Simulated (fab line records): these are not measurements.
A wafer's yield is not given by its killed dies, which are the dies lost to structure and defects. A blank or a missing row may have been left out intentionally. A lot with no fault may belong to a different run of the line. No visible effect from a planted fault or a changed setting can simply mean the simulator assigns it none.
8D (eight disciplines) problem report, filled in by code :: flow gf180mcu :: the parts of the form that need people (team, actions taken, sign-off) are left out

== 1. PROBLEM STATEMENT ==
Mean of heater-power-total-W at GF_V1_SOFTBAKE_10: 99.56 W across 2 wafers in 2 lots; on wafers with no fault it is 93.05 W (standard deviation 0.066). Measured from the usual mean, that is +99 standard deviations.
The step: time 60 s.
Seen first at day 19 12:00 on litho-track-03, wafer L161.5. At this step, 17 wafers from 6 lots have a number in the record. Rule for "out", or "out of limits": more than 4 standard deviations from the usual mean. The rest of the wafers with a number are treated as sound.

== 2. WHAT THIS IS AND IS NOT ==
question: which readings at this step
is: heater-power-total-W, run-length-s
is not: resist-line-temp-C

question: which lots
is: L161, L165
is not: L159, L160, L171, L173

question: which wafers of those lots
is: L161.5, L165.5
is not: L161.3, L165.1, L165.3

question: read on which tools
is: litho-track-03
is not: litho-track-01, litho-track-02

question: when
is: from day 19 12:00
is not: up to then (7 sound wafers); but 8 sound wafers of L165, L171, L173 came after

== 3. SUSPECTS, AND WHAT RULES EACH OUT ==
Counting: a tool at a process step up to the reading stays a suspect if it ran every lot that is out. Sound lots after the first of them don't rule it out here, since some wafers of a struck lot are sound.
- litho-track-03 at GF_V1_SOFTBAKE_10 (time 60 s): kept. It ran every lot that is out, first L161 (day 19 11:00). Its own readings are out on those wafers: heater-power-total-W, run-length-s.
Remaining after the count: litho-track-03 at GF_V1_SOFTBAKE_10.

== 4. THE CAUSE (what the simulator had put in) ==
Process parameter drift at GF_V1_SOFTBAKE_10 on litho-track-03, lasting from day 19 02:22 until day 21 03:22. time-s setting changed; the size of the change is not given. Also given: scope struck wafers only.
After counting, this tool was the only one left.

== 5. THE CHAIN OF EFFECTS, in route order ==
Rows list readings where the struck wafers' mean (over those with a number) sits beyond 3 standard deviations from the usual. Only readings for which the record gives a usual standard deviation are gone through. hours: the time from each lot's start at the first step in this table that gives one to its start at this step, as a median over the lots. sigmas: the change in usual standard deviations.
hours: 0
step: GF_V1_SOFTBAKE_10
reading: heater-power-total-W
usual: 93.05 W
on struck wafers: 99.56
change: +6.51
sigmas: +99

hours: 0
step: GF_V1_SOFTBAKE_10
reading: run-length-s
usual: 89.16 s
on struck wafers: 77.97
change: -11.19
sigmas: -75
Here are the process steps it includes:
- GF_V1_SOFTBAKE_10: time 60 s.
Readings that are blank on the struck wafers while sound wafers have them: plate-temp-C at GF_V1_SOFTBAKE_10.
At these later measuring or inspecting steps, every struck wafer for which the step has a row has a number for every such reading, and none has moved that far: GF_V1_CD_MEAS_14, GF_V1_OVL_MEAS_15.

== 6. WHAT WOULD HAVE CAUGHT IT SOONER ==
10 hours passed between the start of the fault at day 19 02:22 and the first reading out of limits in this record, taken at day 19 12:00.
